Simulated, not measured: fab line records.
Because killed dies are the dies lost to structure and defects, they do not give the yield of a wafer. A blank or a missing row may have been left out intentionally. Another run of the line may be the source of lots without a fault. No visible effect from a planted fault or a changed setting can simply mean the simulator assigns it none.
fab line records    flow sky130
[record] lots = 6  wafers = 17  last-day = 50
route steps=708 shown GATE_OXIDE@201 POLY_GATE@204 RES_PROTECT@206 PAD_OPEN@708
lots untouched by any fault: they come from a run of this same line in which no faults occurred
start-h: hours from the record's first day to the start of the lot's first wafer shown    wait-h: time in hours since the lot's previous step    " repeats the value in the row above    L1.1+2: one row covering several wafers at once    - no value, or no start was given    * or withheld: withheld    < > ~ a bound
route shown NAME@n: a module of which the file shows steps, and the number in the route of the first    usual: average and standard deviation across the fault-free wafers    same: alike in all rows    chamber/n: place in a boat    sites: per-site readings    _std_site: the standard deviation of these    _edge_site: outer sites' mean less inner sites'    radius-mm: how far each site lies from the wafer's centre    mask NAME#n: copy n    behind: tool/chamber where the wafer was last shaped    hold: cause of the lot's hold/its duration in hours/its outcome    device: which transistor (n, p or np) failed to switch    end of line: at the end of the route, the tests of the same wafers    where a step has no rows: the recipe by itself    killed: dies lost to structure and defects at the first sort, not the wafer's yield    map: a wafer's dies, x killed, . not, _ none there
set.NAME: the run value of the setting; set.NAME@STEP: its run value at that earlier step    model.NAME: the simulator's own value behind a step, which no gauge read
a table for each step, a row for each wafer; lots at some steps of the route
services: the hour from which a tool's chamber was out of use, counted from the record's first day as start-h (under 0 if before that day), plus the number of hours and why
[[steps]]
[step SKY_GATE_OXIDE_TW_MEAS_14]
[usual] GATE_OXIDE_TW = 224.1/2.5
lot.wafer  tool           chamber  start-h  wait-h  GATE_OXIDE_TW
L159.3     film-metro-03  -        372.12   0.1     226.6
L159.4     "              -        "        "       226.9
L159.6     "              -        "        "       227.7
L161.4     film-metro-04  -        391.81   0.1     226.9
L161.5     "              -        "        "       226.4
L161.6     "              -        "        "       226.8
L164.2     film-metro-04  -        423.09   0.1     226.6
L164.4     "              -        "        "       227.0
L164.6     "              -        "        "       226.2
L166.1     film-metro-03  -        434.06   0.1     224.5
L166.3     "              -        "        "       224.1
L173.1     film-metro-01  -        504.23   0.1     221.6
L173.4     "              -        "        "       222.3
L173.6     "              -        "        "       221.2
L174.1     film-metro-01  -        509.18   0.1     222.1
L174.3     "              -        "        "       221.9
L174.6     "              -        "        "       221.1
[step SKY_GATE_OXIDE_CLEAN_15]
[recipe] chemistry = SC1/SC2  mix = 1:4:20  temp-c = 70  time-s = 150  dry = n2-spin
[step SKY_GATE_OXIDE_OXIDATION_16]
[recipe] temp-c = 800  ambient = O2  idle-temp-c = 700  ramp-up-c-per-min = 10  ramp-down-c-per-min = 3  stabilise-s = 600  purge-s = 300  target-thk-a = 35.7  ox-time-s = 1915
[step SKY_POLY_GATE_CVD_00]
[recipe] material = poly-Si  target-thk-nm = 180  temp-c = 620  time-s = 720  pressure-mtorr = 200
[step SKY_POLY_GATE_THK_MEAS_01]
[recipe] reads = poly-Si_of_POLY_GATE_CVD_00
[usual] POLY_GATE_CVD_00_THK = 179.1/1.5
lot.wafer  tool           chamber  start-h  wait-h  POLY_GATE_CVD_00_THK[nm]
L159.3     film-metro-02  -        376.11   0.0     177.5
L159.4     "              -        "        "       176.8
L159.6     "              -        "        "       179.1
L161.4     film-metro-02  -        395.49   0.0     177.6
L161.5     "              -        "        "       178.4
L161.6     "              -        "        "       176.8
L164.2     film-metro-04  -        431.93   0.0     178.5
L164.4     "              -        "        "       178.5
L164.6     "              -        "        "       176.9
L166.1     film-metro-03  -        440.28   0.0     178.9
L166.3     "              -        "        "       179.5
L173.1     film-metro-04  -        507.08   0.0     177.8
L173.4     "              -        "        "       176.9
L173.6     "              -        "        "       177.6
L174.1     film-metro-02  -        512.04   0.0     182.7
L174.3     "              -        "        "       182.2
L174.6     "              -        "        "       182.4
[step SKY_RES_PROTECT_DEHYDRATE_00]
[recipe] temp-c = 200  time-s = 60
[step SKY_RES_PROTECT_HMDS_01]
[recipe] prime-time-s = 60  prime-temp-c = 120
[step SKY_RES_PROTECT_COAT_02]
[recipe] resist = NOVOLAK  spin-rpm = 3000  resist-thk-nm = 1140
[step SKY_RES_PROTECT_SOFTBAKE_03]
[recipe] temp-c = 90  time-s = 60  resist = NOVOLAK
[step SKY_RES_PROTECT_EXPOSE_04]
[recipe] mask-id = RPM  na = 0.6  source-shape = conventional  sigma-outer = 0.6  polarization = unpolarized  target-cd-nm = 1270  dose-mj = 131
[step SKY_RES_PROTECT_PEB_05]
[recipe] temp-c = withheld  time-s = *  resist = NOVOLAK
[step SKY_RES_PROTECT_DEVELOP_06]
[recipe] resist = NOVOLAK  developer = TMAH  develop-time-s = 60  dev-temp-c = 23
[step SKY_POLY_GATE_IMPLANT_02]
[recipe] species = P  energy-kev = 30  dose-cm2 = 7.7e+15  tilt-deg = 0
[usual] beam-on-s = 37.0/3  dose-ions-cm2 = 7.701e+15/8.4e+12  faraday-current-uA = 11552/960
lot.wafer  tool          chamber  start-h  wait-h  beam-on-s  dose-ions-cm2  faraday-current-uA
L159.3     implanter-02  0        405.35   0.1     39.5       7.691e+15      10793
L159.4     "             0        "        "       39.7       7.711e+15      10700
L159.6     "             0        "        "       38.8       7.703e+15      11012
L161.4     implanter-02  0        425.89   0.1     41.0       7.701e+15      10384
L161.5     "             0        "        "       38.4       7.696e+15      11061
L161.6     "             0        "        "       39.2       7.701e+15      10804
L164.2     implanter-02  0        462.82   0.1     38.7       7.708e+15      10986
L164.4     "             0        "        "       50.9       7.716e+15      8364
L164.6     "             0        "        "       39.0       7.714e+15      10979
L166.1     implanter-02  0        470.61   0.1     52.3       7.688e+15      8123
L166.3     "             0        "        "       38.5       7.694e+15      11062
L173.1     implanter-03  0        538.09   0.1     32.5       7.702e+15      13054
L173.4     "             0        "        "       32.9       7.706e+15      12910
L173.6     "             0        "        "       32.8       7.701e+15      12987
L174.1     implanter-02  0        542.66   0.1     39.1       7.685e+15      10879
L174.3     "             0        "        "       39.3       7.686e+15      10851
L174.6     "             0        "        "       40.0       7.71e+15       10615
[step SKY_RES_PROTECT_STRIP_07]
[recipe] chemistry = O2/N2  power-w = 1400  pressure-mtorr = 1500  platen-temp-c = withheld  o2-flow-sccm = 3000  n2-flow-sccm = 300  overash-fraction = 0.5
[usual] drypump-motor-current-A = 6.0/0.59  oes-product-au = 0.517/0.0043  strip-time-to-endpoint-s = 23.29/0.055
lot.wafer  tool             chamber  start-h  wait-h  drypump-motor-current-A  oes-product-au  rf-hours-counter-h  strip-time-to-endpoint-s
L159.3     plasma-asher-02  1        405.48   0.1     6.2                      0.520           -                   23.28
L159.4     "                0        "        "       5.9                      0.522           -                   23.28
L159.6     "                1        "        "       6.2                      0.520           -                   23.26
L161.4     plasma-asher-01  1        425.99   0.1     4.9                      0.515           -                   23.27
L161.5     "                0        "        "       6.5                      0.513           -                   23.27
L161.6     "                1        "        "       5.0                      0.520           -                   23.31
L164.2     plasma-asher-02  1        462.94   0.1     6.2                      0.517           65                  23.31
L164.4     "                0        "        "       5.9                      0.497           -                   24.46
L164.6     "                0        "        "       5.9                      0.521           -                   23.29
L166.1     plasma-asher-02  0        470.76   0.1     5.9                      0.503           66                  24.45
L166.3     "                0        "        "       5.9                      0.516           -                   23.25
L173.1     plasma-asher-03  1        538.24   0.1     6.5                      0.518           11                  23.40
L173.4     "                1        "        "       6.6                      0.518           -                   23.42
L173.6     "                1        "        "       6.6                      0.516           -                   23.44
L174.1     plasma-asher-03  1        542.81   0.1     6.6                      0.513           11                  23.26
L174.3     "                0        "        "       6.0                      0.519           -                   23.28
L174.6     "                0        "        "       6.0                      0.521           -                   23.25
[step SKY_RES_PROTECT_TW_MEAS_08]
[usual] POLY_GATE_TW = 4014/45
lot.wafer  tool           chamber  start-h  wait-h  POLY_GATE_TW
L159.3     film-metro-02  -        405.57   0.1     3993
L159.4     "              -        "        "       3985
L159.6     "              -        "        "       3981
L161.4     film-metro-02  -        426.09   0.1     3970
L161.5     "              -        "        "       3966
L161.6     "              -        "        "       4000
L164.2     film-metro-04  -        463.05   0.1     4062
L164.4     "              -        "        "       4132
L164.6     "              -        "        "       4064
L166.1     film-metro-02  -        470.86   0.1     4051
L166.3     "              -        "        "       3963
L173.1     film-metro-04  -        538.34   0.1     4081
L173.4     "              -        "        "       4069
L173.6     "              -        "        "       4077
L174.1     film-metro-02  -        542.91   0.1     3992
L174.3     "              -        "        "       3978
L174.6     "              -        "        "       3995
[step SKY_PAD_OPEN_PROBE_99]
[usual] killed_at_M0_to_M3 = 45/7.3  killed_at_M4_up = 3.1/1.7  killed-at-contacts = 25/5.1  killed-at-front-end = 15/4.5  killed-at-other = 0.3/0.56  killed-dies = 88/9.4  killed-open = 47/6.6  killed-short = 40/6.9
[same] gross-dies = 492  killed-at-back-side = 0
lot.wafer  tool       chamber  start-h  wait-h  killed_at_M0_to_M3  killed_at_M4_up  killed-at-contacts  killed-at-front-end  killed-at-other  killed-dies  killed-open  killed-short  model.etest.res-poly.line-ohm-um  model.etest.licon-poly.rc-ohm  model.etest.res-poly.rs-ohm-sq
L159.3     prober-01  -        1120.97  0.2     57                  2                25                  17                   1                102          54           47            528.3                             146.2                          49.07
L159.4     prober-01  -        1121.02  0.2     40                  5                30                  17                   0                92           52           40            513                               156.5                          48.97
L159.6     prober-01  -        1121.12  0.2     40                  4                27                  14                   1                86           47           38            528                               150.3                          48.63
L161.4     prober-01  -        1132.70  0.2     39                  1                25                  15                   1                81           48           31            530.4                             157.7                          48.19
L161.5     prober-01  -        1132.75  0.2     42                  3                17                  14                   0                76           43           33            528.9                             155.3                          47.88
L161.6     prober-01  -        1132.80  0.2     50                  1                22                  10                   1                84           49           34            513.5                             155.6                          48.85
L164.2     prober-01  -        1157.90  0.1     43                  2                17                  23                   0                85           43           42            513                               145.3                          48.46
L164.4     prober-01  -        1158.00  0.2     47                  2                23                  17                   0                89           57           32            414.3                             118.5                          41.16
L164.6     prober-01  -        1158.10  0.2     43                  0                25                  12                   0                80           43           37            511.3                             144.7                          49.17
L166.1     prober-02  -        1163.61  0.1     46                  2                16                  15                   0                79           36           43            445.4                             123.7                          40.61
L166.3     prober-02  -        1163.71  0.2     37                  4                33                  17                   0                91           48           43            530.3                             157.6                          47.79
L173.1     prober-01  -        1196.66  0.1     42                  3                25                  11                   1                82           42           40            520.2                             149.5                          47.72
L173.4     prober-01  -        1196.81  0.2     40                  2                25                  13                   0                80           45           34            505.7                             147.1                          47.48
L173.6     prober-01  -        1196.91  0.2     46                  3                26                  12                   2                89           41           47            516.8                             144.5                          48.62
L174.1     prober-02  -        1198.12  0.1     39                  1                23                  18                   0                81           44           36            492.7                             148.1                          48.25
L174.3     prober-02  -        1198.22  0.2     46                  1                20                  18                   0                85           39           46            504.4                             150.6                          48.8
L174.6     prober-02  -        1198.37  0.2     38                  5                24                  22                   0                89           48           40            498.8                             150.2                          48.92
// killed by level:class
L159.3 CONTACT:geometric-particle:open=10 VIA1:geometric-particle:open=10 METAL2:geometric-particle:short=9 VIA3:geometric-particle:open=9 VIA1:geometric-particle:short=8 METAL1:geometric-particle:short=7 FIELD_ISO:geometric-particle:open=6 LI_CONTACT:geometric-particle:open=6
L159.4 CONTACT:geometric-particle:open=10 LI_CONTACT:geometric-particle:open=8 VIA1:geometric-particle:open=8 VIA2:geometric-particle:open=6 METAL1:geometric-particle:short=5 VIA3:geometric-particle:short=4 FIELD_ISO:geometric-particle:open=4 LOCAL_INTERCONNECT:geometric-particle:short=4
L159.6 VIA1:geometric-particle:open=13 CONTACT:geometric-particle:short=8 POLY_GATE:geometric-particle:open=6 VIA1:geometric-particle:short=6 CONTACT:geometric-particle:open=5 VIA2:geometric-particle:open=5 LI_CONTACT:geometric-particle:short=4 LOCAL_INTERCONNECT:geometric-particle:short=4
L161.4 CONTACT:geometric-particle:open=11 VIA1:geometric-particle:open=8 LI_CONTACT:geometric-particle:open=7 METAL1:geometric-particle:short=7 VIA2:geometric-particle:open=7 METAL3:geometric-particle:short=5 POLY_GATE:geometric-particle:open=4 VIA3:geometric-particle:open=4
L161.5 CONTACT:geometric-particle:open=8 VIA1:geometric-particle:open=8 VIA3:geometric-particle:open=7 POLY_GATE:geometric-particle:short=5 VIA2:geometric-particle:open=5 LI_CONTACT:geometric-particle:open=4 METAL1:geometric-particle:short=4 METAL2:geometric-particle:short=4
L161.6 VIA1:geometric-particle:open=11 LI_CONTACT:geometric-particle:open=10 VIA2:geometric-particle:open=10 VIA3:geometric-particle:open=6 METAL1:geometric-particle:short=5 VIA1:geometric-particle:short=5 POLY_GATE:geometric-particle:short=4 CONTACT:geometric-particle:open=4
L164.2 VIA1:geometric-particle:open=10 VIA1:geometric-particle:short=6 LI_CONTACT:geometric-particle:open=6 FIELD_ISO:geometric-particle:open=5 METAL3:geometric-particle:short=5 POLY_GATE:geometric-particle:open=4 POLY_GATE:geometric-particle:short=4 SPACER:geometric-particle:short=4
L164.4 VIA1:geometric-particle:open=11 CONTACT:geometric-particle:open=10 VIA3:geometric-particle:open=10 VIA1:geometric-particle:short=6 VIA2:geometric-particle:open=6 LI_CONTACT:geometric-particle:open=5 FIELD_ISO:geometric-particle:short=4 LI_CONTACT:geometric-particle:short=4
L164.6 VIA1:geometric-particle:open=10 CONTACT:geometric-particle:open=9 VIA2:geometric-particle:open=7 METAL1:geometric-particle:short=7 VIA1:geometric-particle:short=6 FIELD_ISO:geometric-particle:open=5 LOCAL_INTERCONNECT:geometric-particle:short=5 LI_CONTACT:geometric-particle:open=4
L166.1 VIA1:geometric-particle:open=12 POLY_GATE:geometric-particle:short=9 METAL2:geometric-particle:short=8 VIA2:geometric-particle:open=6 LI_CONTACT:geometric-particle:open=4 CONTACT:geometric-particle:open=4 VIA1:geometric-particle:short=4 VIA3:geometric-particle:short=4
L166.3 LI_CONTACT:geometric-particle:open=10 CONTACT:geometric-particle:open=9 VIA1:geometric-particle:open=8 FIELD_ISO:geometric-particle:short=6 CONTACT:geometric-particle:short=6 LOCAL_INTERCONNECT:geometric-particle:short=5 VIA2:geometric-particle:open=5 POLY_GATE:geometric-particle:open=4
L173.1 LI_CONTACT:geometric-particle:open=10 VIA1:geometric-particle:open=9 METAL1:geometric-particle:short=8 CONTACT:geometric-particle:open=7 VIA2:geometric-particle:short=5 CONTACT:geometric-particle:short=4 VIA1:geometric-particle:short=3 VIA3:geometric-particle:open=3
L173.4 CONTACT:geometric-particle:open=12 VIA2:geometric-particle:open=9 LI_CONTACT:geometric-particle:open=9 METAL2:geometric-particle:short=6 POLY_GATE:geometric-particle:open=4 POLY_GATE:geometric-particle:short=4 VIA1:geometric-particle:short=4 METAL1:geometric-particle:short=4
L173.6 VIA1:geometric-particle:open=12 CONTACT:geometric-particle:open=11 METAL2:geometric-particle:short=9 METAL1:geometric-particle:short=5 VIA3:geometric-particle:open=5 FIELD_ISO:geometric-particle:short=4 LI_CONTACT:geometric-particle:open=4 LOCAL_INTERCONNECT:geometric-particle:short=4
L174.1 VIA1:geometric-particle:open=10 CONTACT:geometric-particle:open=8 FIELD_ISO:geometric-particle:short=6 VIA2:geometric-particle:open=6 LI_CONTACT:geometric-particle:open=5 VIA3:geometric-particle:open=5 CONTACT:geometric-particle:short=4 VIA1:geometric-particle:short=4
L174.3 VIA1:geometric-particle:open=12 METAL2:geometric-particle:short=7 VIA1:geometric-particle:short=7 CONTACT:geometric-particle:open=6 METAL1:geometric-particle:short=6 LI_CONTACT:geometric-particle:open=5 FIELD_ISO:geometric-particle:short=4 POLY_GATE:geometric-particle:short=4
L174.6 VIA1:geometric-particle:open=9 LI_CONTACT:geometric-particle:open=8 POLY_GATE:geometric-particle:open=7 LOCAL_INTERCONNECT:geometric-particle:short=7 VIA3:geometric-particle:open=7 METAL1:geometric-particle:short=5 VIA2:geometric-particle:open=5 VIA1:geometric-particle:short=4
[[services]]
tool             chamber  start-h  hours  kind
plasma-asher-03  -        395.60   14.6   pm
implanter-03     -        418.68   2.5    pm
plasma-asher-03  -        421.25   9.0    pm
plasma-asher-03  0        421.25   9.0    vent-cycle
plasma-asher-03  1        421.25   9.0    vent-cycle
plasma-asher-01  -        421.54   2.8    pm
plasma-asher-03  0        430.25   -      clean
plasma-asher-03  1        430.25   -      clean
implanter-03     -        468.35   5.9    pm
implanter-02     -        533.06   2.0    repair
[[key]]
[first-sign] step = SKY_POLY_GATE_IMPLANT_02  reading = beam-on-s  direction = up  sigmas = 4.9  usual = 37.0  struck = 51.6
[effect] step = SKY_POLY_GATE_IMPLANT_02  reading = faraday-current-uA  direction = down  sigmas = 3.5  usual = 11552  struck = 8243
[effect] step = SKY_RES_PROTECT_STRIP_07  reading = strip-time-to-endpoint-s  direction = up  sigmas = 21  usual = *  struck = *
[model-effect] step = SKY_PAD_OPEN_PROBE_99  value = etest.res-poly.line-ohm-um  without = 508.2  struck = 429.8
met-at SKY_POLY_GATE_IMPLANT_02
struck-wafers L164.4,L166.1
tester-left-out L164,L166
onset-between 425.89 462.82
[fault] kind = process-parameter-drift  tool = implanter-02  chamber = -  onset-h = 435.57  steps = SKY_POLY_GATE_IMPLANT_02  channel = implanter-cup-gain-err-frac  offset = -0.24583  shape = step  end-h = 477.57  scope = struck-wafers-only
// tester-left-out: of these lots the tester's yield and bins aren't shown, on N5 and GAA mostly nor the transistor test; their killed dies are dies lost to structure and defects alone, not to doping, threshold or leakage, so they don't give the yield
